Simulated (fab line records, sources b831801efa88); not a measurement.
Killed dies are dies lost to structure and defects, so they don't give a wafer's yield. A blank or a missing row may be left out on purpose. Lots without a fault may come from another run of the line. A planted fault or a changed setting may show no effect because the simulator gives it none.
Chamber matching | flow gf180mcu | GF_V1_CVD_02 on pecvd-01: 3 sister chambers
The step deposits SiO2 from TEOS, target thk 850 nm, time 94.851 s. 3 wafers are shown with their chamber, then 6 later ones without.

WAFERS WITH THEIR CHAMBER
wafer  | chamber | heater_power_w (W)
L887.5 | 2       | 691
L892.1 | 0       | 588
L892.4 | 1       | 688

WAFERS WITHOUT THEIR CHAMBER
wafer  | heater_power_w (W)
L892.5 | 646
L895.2 | 631
L895.4 | 492
L895.5 | 755
L900.4 | 712
L901.4 | 737

WHICH CHAMBER EACH WENT THROUGH
wafer  | from the rows above          | in truth
L892.5 | can't be placed: 1 or 2 or 0 | 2
L895.2 | can't be placed: 0 or 1 or 2 | 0
L895.4 | can't be placed: 0 or 1 or 2 | 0
L895.5 | can't be placed: 2 or 1 or 0 | 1
L900.4 | can't be placed: 2 or 1 or 0 | 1
L901.4 | can't be placed: 2 or 1 or 0 | 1
Placed correctly: 0 of 6. Can't be placed from these rows: 6 (the true chamber is among the candidates in 6). Placed wrongly: 0.
How it was worked out, from the rows above alone: a wafer's distance from a chamber is the root of the sum, over the readings, of the square of ((its reading less the chamber's mean) divided by the reading's scatter). The wafer belongs to the nearest chamber; if the next one is less than 2 further off, it can't be placed. A chamber's mean is the mean of its shown wafers. The scatter: with one shown wafer a chamber, the root of the mean of the squares of how far each hidden wafer lies from its nearest shown one.
